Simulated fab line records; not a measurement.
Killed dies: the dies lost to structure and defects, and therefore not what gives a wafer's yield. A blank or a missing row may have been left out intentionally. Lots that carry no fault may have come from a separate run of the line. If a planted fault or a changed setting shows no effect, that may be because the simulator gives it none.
One fault seen from 2 desks | flow sky130 | only its own numbers are on each desk; what lay behind them is given at the end

== THE METROLOGY DESK ==
Lot by lot, what the gauges showed, no matter which tool ran the lot: averages of those sampled wafers that carry a number. If a lot's mean is further than 4 standard deviations from the usual mean, the lot is out of limits and carries the mark OUT (the distance appears in the brackets).
Columns: A = LDD_LDN_TW at SKY_LDD_LDN_TW_MEAS_13, usual 1472; B = SPACER_CVD_00_THK at SKY_SPACER_THK_MEAS_01, usual 43.3 nm; C = cd-nm at SKY_POLY_CUT_CD_MEAS_08, usual 270.3 nm; D = POLY_CUT_OVL at SKY_POLY_CUT_OVL_MEAS_09, usual 0 nm
lot  | first seen here | A    | B    | C     | D
L668 | day 23 00:34    | 1455 | 43.6 | 272.5 | -2
L672 | day 25 16:44    | 1460 | 43.8 | 272.2 | -3
L683 | day 28 16:19    | 1464 | 42.2 | 270.1 | 0
L684 | day 28 22:05    | 1469 | 42.9 | 269.0 | 8
L688 | day 29 22:56    | 1488 | 43.0 | 269.3 | 13
L689 | day 30 05:35    | 1460 | 43.2 | 269.4 | -5
Result from this desk: across the 6 lots, nothing is out of limits.

== TOOL OWNER'S DESK, litho-track-02 ==
The tool's own readings at SKY_POLY_CUT_SOFTBAKE_04 (time 90 s): means of the sampled wafers that have a number, for each lot that ran on this tool. If a lot's mean is further than 4 standard deviations from the usual mean, the lot is out of limits and carries the mark OUT (the distance appears in the brackets).
Columns: A = heater-power-total-W at SKY_POLY_CUT_SOFTBAKE_04, usual 57.36 W; B = plate-temp-C at SKY_POLY_CUT_SOFTBAKE_04, usual 99.99 C
lot  | first seen here | A               | B
L668 | day 23 17:00    | 57.43           | 100.02
L683 | day 29 07:00    | 54.58 (-25) OUT | 96.25 (-34) OUT
L684 | day 29 12:00    | 54.47 (-26) OUT | 96.50 (-32) OUT
This desk finds L683, L684 out of limits, L683 being first, at day 29 07:00 (heater-power-total-W at SKY_POLY_CUT_SOFTBAKE_04). In limits: L668.

== ALL TOGETHER ==
The tool owner's desk had the chance to raise an alarm at day 29 07:00 on L683, L684.
Metrology desk: nothing out of limits seen.
The metrology desk holds a record of L683, L684, inside its limits.
Every lot named ran SKY_POLY_CUT_SOFTBAKE_04 on litho-track-02.

== WHAT THE SIMULATOR HAD INSERTED ==
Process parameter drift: litho-track-02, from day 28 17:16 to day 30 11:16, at SKY_POLY_CUT_SOFTBAKE_04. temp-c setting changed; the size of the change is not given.
Struck lots among those shown: L683, L684.
How many hours passed from the start of the fault until each desk's first out-of-limits reading: the tool owner's desk, 14.
